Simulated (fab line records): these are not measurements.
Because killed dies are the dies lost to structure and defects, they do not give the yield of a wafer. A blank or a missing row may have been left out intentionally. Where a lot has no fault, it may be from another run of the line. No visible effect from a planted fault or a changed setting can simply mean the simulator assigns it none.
Which tool is to blame? + flow sky130 + 21 wafers from 7 lots sampled at 4 of the route's 708 steps

WHAT THE GAUGES READ, wafer by wafer
SKY_PWDE_OVL_MEAS_07.
| lot  | measured    | on         | PWDE_OVL (nm)  |
|------|-------------|------------|----------------|
| L519 | day 4 18:43 | overlay-02 | 0.2 0.9 -0.9   |
| L521 | day 5 03:56 | overlay-02 | -1.3 -0.2 -1.1 |
| L524 | day 5 18:08 | overlay-02 | -0.2 -0.1 -1.0 |
| L527 | day 6 11:23 | overlay-01 | 0.5 -2.3 -1.7  |
| L532 | day 7 15:55 | overlay-02 | -0.3 -1.3 -3.2 |
| L539 | day 9 05:43 | overlay-01 | 1.8 1.5 1.2    |

EACH LOT AND THE TOOL THAT RAN IT (in order: tool; ch and the chambers of the sampled wafers; start)
| lot  | SKY_FIELD_ISO_ETCH_14             | SKY_FIELD_ISO_ETCH_15             | SKY_FIELD_ISO_STRIP_16              |
|------|-----------------------------------|-----------------------------------|-------------------------------------|
| L519 | rie-diel-04 ch 0,2,3, day 2 21:36 | rie-diel-04 ch 0,2,3, day 2 21:39 | plasma-asher-02 ch 0,1, day 2 21:42 |
| L521 | rie-diel-01 ch 0,2, day 3 07:15   | rie-diel-01 ch 0,2, day 3 07:18   | plasma-asher-02 ch 0,1, day 3 07:21 |
| L524 | rie-diel-02 ch 0,1,3, day 3 23:39 | rie-diel-02 ch 0,1,3, day 3 23:42 | plasma-asher-01 ch 0,1, day 3 23:45 |
| L527 | rie-diel-01 ch 1,2,3, day 4 13:47 | rie-diel-01 ch 1,2,3, day 4 13:49 | plasma-asher-01 ch 0,1, day 4 13:55 |
| L532 | rie-diel-01 ch 0,1,3, day 5 16:45 | rie-diel-01 ch 0,1,3, day 5 16:48 | plasma-asher-02 ch 0,1, day 5 16:51 |
| L536 | rie-diel-04 ch 0,1,3, day 6 14:54 | rie-diel-04 ch 0,1,3, day 6 14:57 | plasma-asher-03 ch 0,1, day 6 15:00 |
| L539 | rie-diel-01 ch 1,2, day 7 04:14   | rie-diel-01 ch 1,2, day 7 04:16   | plasma-asher-01 ch 0,1, day 7 04:20 |
- SKY_FIELD_ISO_ETCH_14: etches BARC in N2/H2, stops on SiO2, time 45.9 s, target depth 60 nm.
- SKY_FIELD_ISO_ETCH_15: etches the open film in CHF3/O2, stops on Si, target depth 180 nm, time 72 s.
- SKY_FIELD_ISO_STRIP_16: strips in O2/N2.

THE ANSWER, worked out from the rows above alone
Rule: the lots themselves supply what counts as usual. Put in order of their means at a reading, lots are off if they are a third of the lots or fewer, leave a main group of 4 or more, and stand apart from it by a gap of 3 or more times the standard deviation of the main group's means; of several such gaps the widest counts. A main group whose means are all the same, to the digits that the tables above print for the reading, isn't used. Also off: a lot with no number at a reading for which 4 or more lots have one. The other lots that the step has rows for count as sound.
No lot is off on any of the readings shown, so nothing can be concluded from this.

WHAT HAD BEEN PUT IN BY THE SIMULATOR
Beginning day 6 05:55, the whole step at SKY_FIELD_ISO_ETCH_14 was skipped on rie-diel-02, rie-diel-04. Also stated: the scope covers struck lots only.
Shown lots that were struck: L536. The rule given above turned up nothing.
